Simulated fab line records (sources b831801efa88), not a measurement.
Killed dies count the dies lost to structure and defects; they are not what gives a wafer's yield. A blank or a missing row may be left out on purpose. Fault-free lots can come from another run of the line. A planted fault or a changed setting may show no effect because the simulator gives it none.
One fault through the eyes of 2 desks || flow sky130 || each desk holds nothing but its own numbers, with what lay behind them at the end

== DESK OF THE TOOL OWNER: cvd-w-01 ==
The tool's own readings at SKY_VIA1_CVD_21 (deposits W, target thk 270 nm, time 80.902 s): means of the sampled wafers that have a number, for each lot that ran on this tool. Any lot whose mean is over 4 standard deviations away from the usual mean is out of limits and marked OUT; that distance is given in the brackets.
Columns: A = heater-power-w at SKY_VIA1_CVD_21, usual 839 W
{"lot": "L404", "first seen here": "day 33 13:23", "A": 816}
{"lot": "L407", "first seen here": "day 34 10:22", "A": 818}
{"lot": "L408", "first seen here": "day 34 23:05", "A": 822}
{"lot": "L409", "first seen here": "day 36 12:17", "A": 807}
{"lot": "L419", "first seen here": "day 38 23:41", "A": 814}
{"lot": "L418", "first seen here": "day 39 00:20", "A": 812}
This desk found nothing out of limits on any of the 6 lots.

== THE METROLOGY DESK ==
Means of the sampled wafers that have a number, per lot and without regard to the tool the lot ran on: this is what the gauges read. Any lot whose mean is over 4 standard deviations away from the usual mean is out of limits and marked OUT; that distance is given in the brackets.
Columns: A = LI_CONTACT_OVL at SKY_LI_CONTACT_OVL_MEAS_13, usual 2 nm; B = cd-nm at SKY_LOCAL_INTERCONNECT_CD_MEAS_11, usual 170.1 nm; C = VIA1_W_RS at SKY_VIA1_RS_MEAS_22, usual 0.427 ohm/sq; D = VIA1_W_THK at SKY_VIA1_THK_MEAS_23, usual 277 nm
{"lot": "L404", "first seen here": "day 28 16:37", "A": -0, "B": 169.6, "C": 0.424, "D": 279}
{"lot": "L407", "first seen here": "day 29 13:10", "A": 4, "B": 172.3, "C": 0.419, "D": 286}
{"lot": "L408", "first seen here": "day 30 02:23", "A": 5, "B": 173.2, "C": 0.422, "D": 275}
{"lot": "L409", "first seen here": "day 31 17:43", "A": 1, "B": 171.1, "C": 0.424, "D": 281}
{"lot": "L418", "first seen here": "day 34 07:02", "A": 9, "B": 169.2, "C": "0.350 (-12) OUT", "D": "352 (+15) OUT"}
{"lot": "L419", "first seen here": "day 34 07:44", "A": 9, "B": 168.6, "C": "0.343 (-13) OUT", "D": "358 (+16) OUT"}
{"lot": "L422", "first seen here": "day 34 17:10", "A": 11, "B": 170.9, "C": 0.427, "D": 279}
{"lot": "L424", "first seen here": "day 35 12:34", "A": -4, "B": 167.3, "C": 0.424, "D": 279}
{"lot": "L425", "first seen here": "day 35 13:37", "A": 2, "B": 166.7, "C": 0.428, "D": 278}
{"lot": "L427", "first seen here": "day 36 10:50", "A": -5, "B": 169.2, "C": 0.424, "D": 277}
This desk's result: L418, L419 out of limits, first on L419 (VIA1_W_RS at SKY_VIA1_RS_MEAS_22), day 38 23:48. L404, L407, L408, L409, L422, L424, L425, L427: within limits.

== PUT TOGETHER ==
An alarm was possible from the metrology desk at day 38 23:48, on L418, L419.
The desk of the tool owner found nothing out of limits.
The tool owner's desk has L418, L419 on record, within its limits.
SKY_VIA1_CVD_21 was run on cvd-w-01 by each of the lots named.

== WHAT THE SIMULATOR PUT IN ==
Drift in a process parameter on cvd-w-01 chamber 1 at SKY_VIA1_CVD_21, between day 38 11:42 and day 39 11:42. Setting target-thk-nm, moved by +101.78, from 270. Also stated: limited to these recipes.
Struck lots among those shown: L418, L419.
Hours from the fault's start to each desk's first reading out of limits: the metrology desk, 12.
